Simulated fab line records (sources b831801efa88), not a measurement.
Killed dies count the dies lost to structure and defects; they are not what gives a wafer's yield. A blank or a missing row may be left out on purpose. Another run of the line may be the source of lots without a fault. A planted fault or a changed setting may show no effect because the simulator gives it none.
Which tool is to blame? ; flow sfq line ; 15 lots, 45 wafers sampled, at 4 steps of a route of 325

== WHAT EACH GAUGE READ, for each wafer ==
SFQ_M0_OVL_MEAS_906.
lot;measured;on;M0_OVL (nm)
L924;day 10 22:34;overlay-02;6 10 12
L925;day 11 06:30;overlay-01;-4 -13 -7
L926;day 11 12:30;overlay-02;4 8 4
L927;day 11 19:43;overlay-01;3 0 -1
L928;day 12 02:55;overlay-01;-5 -2 -5
L934;day 13 19:50;overlay-01;-6 -3 -8
L935;day 14 06:34;overlay-02;-4 -3 -9
L936;day 14 14:58;overlay-01;-5 -3 -5
L937;day 15 02:58;overlay-01;-8 -8 -5
L939;day 15 17:29;overlay-02;0 2 4
L942;day 16 13:12;overlay-01;3 5 -3
L943;day 17 02:24;overlay-01;-2 -1 1
L944;day 17 10:30;overlay-02;8 11 8
L945;day 18 02:07;overlay-01;3 1 1
L946;day 18 16:30;overlay-02;10 -2 -2

SFQ_M3_RS_MEAS_919: measurement is done with a four-point probe.
lot;measured;on;M3_NB_RS (ohm/sq)
L924;day 23 23:22;film metro-02;0.888 0.885 0.897
L925;day 24 17:47;film metro-01;0.884 0.891 0.893
L926;day 24 21:40;film metro-02;0.903 0.898 0.885
L927;day 25 01:18;film metro-04;0.884 0.876 0.880
L928;day 25 21:09;film metro-01;0.875 0.872 0.876
L934;day 39 10:36;film metro-01;0.905 0.890 0.962
L935;day 39 23:50;film metro-04;0.890 0.948 0.946
L936;day 40 02:13;film metro-02;0.898 0.956 0.949
L937;day 40 06:59;film metro-02;0.891 0.891 0.886
L939;day 41 07:05;film metro-02;0.887 0.886 0.885
L942;day 42 10:38;film metro-02;0.876 0.889 0.892
L943;day 42 17:50;film metro-02;0.902 0.909 0.901
L944;day 43 04:37;film metro-01;0.877 0.871 0.883
L945;day 43 22:46;film metro-01;0.870 0.872 0.879
L946;day 44 10:44;film metro-01;0.889 0.886 0.901

== WHAT TOOL EACH LOT RAN ON (gives the tool, then ch and the chambers of the sampled wafers, and finally the start) ==
lot;SFQ_TRILAYER_I2_VIA_STRIP_STRIP_071;SFQ_TRILAYER_M3_DEP_SPUTTER_073
L924;rie metal-02 ch 0, day 23 22:17;pvd sputter-03, day 23 23:16
L925;rie metal-02 ch 0, day 24 16:17;pvd sputter-06, day 24 17:42
L926;rie metal-01 ch 1, day 24 19:59;pvd sputter-03, day 24 21:34
L927;rie metal-02 ch 0, day 24 23:59;pvd sputter-03, day 25 01:10
L928;rie metal-02 ch 0,1, day 25 20:22;pvd sputter-06, day 25 21:00
L934;rie metal-01 ch 0,1, day 39 09:40;pvd sputter-03, day 39 10:29
L935;rie metal-01 ch 0,1, day 39 23:04;pvd sputter-03, day 39 23:41
L936;rie metal-02 ch 0,1, day 40 01:28;pvd sputter-03, day 40 02:05
L937;rie metal-02 ch 0,1, day 40 06:04;pvd sputter-05, day 40 06:53
L939;rie metal-02 ch 0,1, day 41 06:12;pvd sputter-05, day 41 07:00
L942;rie metal-01 ch 0,1, day 42 09:43;pvd sputter-05, day 42 10:32
L943;rie metal-04 ch 0,1, day 42 16:55;pvd sputter-06, day 42 17:44
L944;rie metal-04 ch 0,1, day 43 03:43;pvd sputter-05, day 43 04:32
L945;rie metal-01 ch 0,1, day 43 21:51;pvd sputter-05, day 43 22:39
L946;rie metal-04 ch 0,1, day 44 09:51;pvd sputter-06, day 44 10:39
- SFQ_TRILAYER_I2_VIA_STRIP_STRIP_071: strips in O2.
- SFQ_TRILAYER_M3_DEP_SPUTTER_073: material Nb, target thk 200 nm, time 133.3 s.

== WHAT THE TOOLS THEMSELVES READ (means of the sampled wafers that have a number; where no wafer has one, the mark that the record gives instead) ==
SFQ_TRILAYER_I2_VIA_STRIP_STRIP_071.
lot;tool;drypump motor current A (A);oes product au (a.u.)
L924;rie metal-02;4.8;1.018
L925;rie metal-02;4.8;1.016
L926;rie metal-01;6.0;0.996
L927;rie metal-02;4.8;1.006
L928;rie metal-02;5.6;0.995
L934;rie metal-01;5.9;0.994
L935;rie metal-01;6.0;0.988
L936;rie metal-02;5.2;1.006
L937;rie metal-02;5.2;1.003
L939;rie metal-02;5.6;1.002
L942;rie metal-01;5.9;0.999
L943;rie metal-04;5.4;0.991
L944;rie metal-04;5.8;0.993
L945;rie metal-01;5.9;1.002
L946;rie metal-04;5.4;0.985

SFQ_TRILAYER_M3_DEP_SPUTTER_073.
lot;tool;throttle valve pct (%)
L924;pvd sputter-03;30.6
L925;pvd sputter-06;28.8
L926;pvd sputter-03;30.9
L927;pvd sputter-03;30.1
L928;pvd sputter-06;29.2
L934;pvd sputter-03;30.9
L935;pvd sputter-03;30.2
L936;pvd sputter-03;30.3
L937;pvd sputter-05;30.3
L939;pvd sputter-05;29.6
L942;pvd sputter-05;30.2
L943;pvd sputter-06;29.9
L944;pvd sputter-05;30.4
L945;pvd sputter-05;30.2
L946;pvd sputter-06;28.4

== THE ANSWER, worked out from the rows above alone ==
Rule: the usual values come from the lots themselves. Put in order of their means at a reading, lots are off if they are a third of the lots or fewer, leave a main group of 4 or more, and stand apart from it by a gap of 3 or more times the standard deviation of the main group's means; of several such gaps the widest counts. If all means in a main group match to the digits the tables above print for the reading, that group is not used. A lot without any number at a reading at which 4 lots or more have one is off too. All remaining lots with rows at the step are treated as sound. After the gauges, taken in route order, come the tools' own readings; for these a lot's mean is taken, as printed above. The first step at which some lot is off is used, and at that step the reading that is off furthest; a lot without a number counts as furthest.
No lot is off on any of the readings shown, so nothing can be concluded from this.

== WHAT THE SIMULATOR HAD PUT IN ==
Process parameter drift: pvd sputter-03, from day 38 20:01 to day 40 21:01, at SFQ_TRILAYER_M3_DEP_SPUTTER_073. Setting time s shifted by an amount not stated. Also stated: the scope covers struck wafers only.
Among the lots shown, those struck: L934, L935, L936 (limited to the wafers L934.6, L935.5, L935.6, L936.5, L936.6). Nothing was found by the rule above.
